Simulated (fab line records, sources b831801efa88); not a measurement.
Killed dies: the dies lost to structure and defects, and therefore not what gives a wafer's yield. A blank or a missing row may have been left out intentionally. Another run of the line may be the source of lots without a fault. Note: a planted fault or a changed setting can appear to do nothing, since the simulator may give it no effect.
The tool behind it: which one?	flow gf180mcu	14 lots, 42 wafers sampled, at 4 steps of a route of 602

WHAT EACH GAUGE READ, for each wafer
GF_POLY_GATE_THK_MEAS_17.
lot	measured	on	POLY_GATE_OXIDATION_THK (nm)
L449	day 9 13:25	film_metro-03	4.00 3.98 4.02
L450	day 9 17:11	film_metro-03	3.93 3.98 4.00
L451	day 10 00:16	film_metro-03	4.00 3.96 4.01
L452	day 10 11:47	film_metro-01	4.09 4.10 4.00
L454	day 10 23:14	film_metro-02	3.92 3.90 3.93
L458	day 12 06:02	film_metro-01	4.03 3.96 3.96
L459	day 12 15:01	film_metro-01	4.09 4.04 4.04
L461	day 13 04:24	film_metro-01	3.99 4.04 4.13
L465	day 14 22:05	film_metro-03	3.96 3.87 3.98
L466	day 15 02:22	film_metro-01	4.12 4.06 4.06
L468	day 15 11:27	film_metro-01	4.04 4.14 4.05
L469	day 15 16:17	film_metro-02	4.13 4.10 3.99
L470	day 15 23:43	film_metro-03	3.90 3.95 3.90
L471	day 16 07:46	film_metro-03	4.07 3.97 4.07

GF_HV_LDD_OVL_MEAS_08.
lot	measured	on	HV_LDD_OVL (nm)
L449	day 10 07:25	overlay-02	0.2 -0.8 0.4
L450	day 10 11:22	overlay-02	1.4 0.3 0.1
L451	day 10 18:29	overlay-02	0.8 1.4 -0.4
L452	day 11 06:23	overlay-02	2.8 0.8 4.6
L454	day 11 17:18	overlay-01	-0.2 -0.5 -1.2
L458	day 13 00:41	overlay-02	1.3 1.3 -1.1
L459	day 13 10:13	overlay-01	1.5 1.0 0.5
L461	day 14 00:05	overlay-01	-1.1 0.9 -1.4
L465	day 15 19:53	overlay-01	-1.0 0.3 -1.0
L466	day 15 23:10	overlay-02	1.7 0.7 0.2
L468	day 16 09:20	overlay-02	-0.2 0.0 -1.6
L469	day 16 13:59	overlay-02	1.4 1.1 1.4
L470	day 16 22:00	overlay-01	-0.4 0.8 0.0
L471	day 17 06:25	overlay-02	-1.2 -1.8 -2.6

GF_PSD_OVL_MEAS_08.
lot	measured	on	PSD_OVL (nm)
L449	day 14 10:04	overlay-01	0.5 2.3 -0.8
L450	day 14 13:13	overlay-02	-0.3 0.6 0.5
L451	day 14 22:40	overlay-01	0.3 -1.3 -0.3
L452	day 15 09:47	overlay-02	-1.4 1.0 -0.8
L454	day 16 00:08	overlay-01	0.5 -1.4 -0.9
L458	day 17 13:34	overlay-02	-0.6 0.3 0.2
L459	day 18 04:13	overlay-02	1.3 0.0 2.0
L461	day 18 21:17	overlay-01	1.1 1.6 0.0
L465	day 21 01:13	overlay-02	-1.7 -1.5 -2.8
L466	day 21 04:07	overlay-01	0.5 1.4 -0.6
L468	day 21 12:26	overlay-02	0.7 -1.1 0.3
L469	day 21 17:35	overlay-02	-1.3 -1.7 0.8
L470	day 22 01:50	overlay-01	0.2 -0.3 -0.6
L471	day 22 12:01	overlay-02	0.7 0.2 0.3

WHAT TOOL EACH LOT RAN ON (gives the tool, then ch and the chambers of the sampled wafers, and finally the start)
lot	GF_HV_LDD_IMPLANT_33
L449	implanter-02 ch 0, day 11 21:05
L450	implanter-03 ch 0, day 12 00:05
L451	implanter-01 ch 0, day 12 08:47
L452	implanter-02 ch 0, day 12 19:37
L454	implanter-03 ch 0, day 13 07:19
L458	implanter-01 ch 0, day 14 16:25
L459	implanter-03 ch 0, day 15 02:45
L461	implanter-03 ch 0, day 15 18:51
L465	implanter-01 ch 0, day 17 18:51
L466	implanter-02 ch 0, day 17 21:09
L468	implanter-02 ch 0, day 18 07:37
L469	implanter-01 ch 0, day 18 13:36
L470	implanter-02 ch 0, day 18 21:09
L471	implanter-02 ch 0, day 19 08:45
- GF_HV_LDD_IMPLANT_33

WHAT THE TOOLS THEMSELVES READ (means of the sampled wafers that have a number; where no wafer has one, the mark that the record gives instead)
GF_HV_LDD_IMPLANT_33.
lot	tool	dose_ions_cm2	faraday_current_uA
L449	implanter-02	7.5e+12	41.8
L450	implanter-03	7.5e+12	42.6
L451	implanter-01	7.5e+12	43.3
L452	implanter-02	7.5e+12	41.8
L454	implanter-03	7.5e+12	42.5
L458	implanter-01	7.5e+12	42.3
L459	implanter-03	8.3e+12	46.9
L461	implanter-03	8.3e+12	46.4
L465	implanter-01	7.5e+12	42.4
L466	implanter-02	7.5e+12	41.5
L468	implanter-02	7.5e+12	42.4
L469	implanter-01	7.5e+12	41.8
L470	implanter-02	7.5e+12	42.2
L471	implanter-02	7.5e+12	41.7

THE ANSWER, worked out from the rows above alone
Rule: the lots themselves supply what counts as usual. The widest of any qualifying gaps counts: lots, ordered by their means at a reading, are off when they make up no more than a third of the lots, leave a main group of 4 or more, and stand apart from it by 3 or more times the standard deviation of that group's means. A main group whose means are all the same, to the digits that the tables above print for the reading, isn't used. A lot without any number at a reading at which 4 lots or more have one is off too. Where the step has rows for the other lots, those lots are counted as sound. First the gauges in route order, then the tools' own readings, where a lot's mean is used as printed above. The first step at which some lot is off is used, and at that step the reading that is off furthest; a lot without a number counts as furthest.
Off: L459, L461, at GF_HV_LDD_IMPLANT_33 (faraday_current_uA). Main group: mean 42.2, sd 0.48.
If a tool, at that step or one of the process steps before it, ran each lot that is off and ran no sound lot following the first of them, it fits. One fits: GF_HV_LDD_IMPLANT_33 on implanter-03. A fault onset in the window from L454 (day 13 07:19, its last sound lot) to L459 (day 15 02:45, its first lot off) fits.
The tool's own readings at GF_HV_LDD_IMPLANT_33 bear it out: on the lots that are off they differ by more than 5 times the standard deviation of the sound lots' means. dose_ions_cm2 reads 8.3e+12 there against 7.5e+12 on the sound lots; faraday_current_uA reads 46.6 there against 42.2 on the sound lots.

WHAT THE SIMULATOR HAD INSERTED
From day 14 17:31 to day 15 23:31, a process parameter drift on implanter-03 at GF_HV_LDD_IMPLANT_33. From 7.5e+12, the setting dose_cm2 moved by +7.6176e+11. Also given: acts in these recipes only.
Lots struck among those shown: L459, L461. The rule given above showed the same thing.
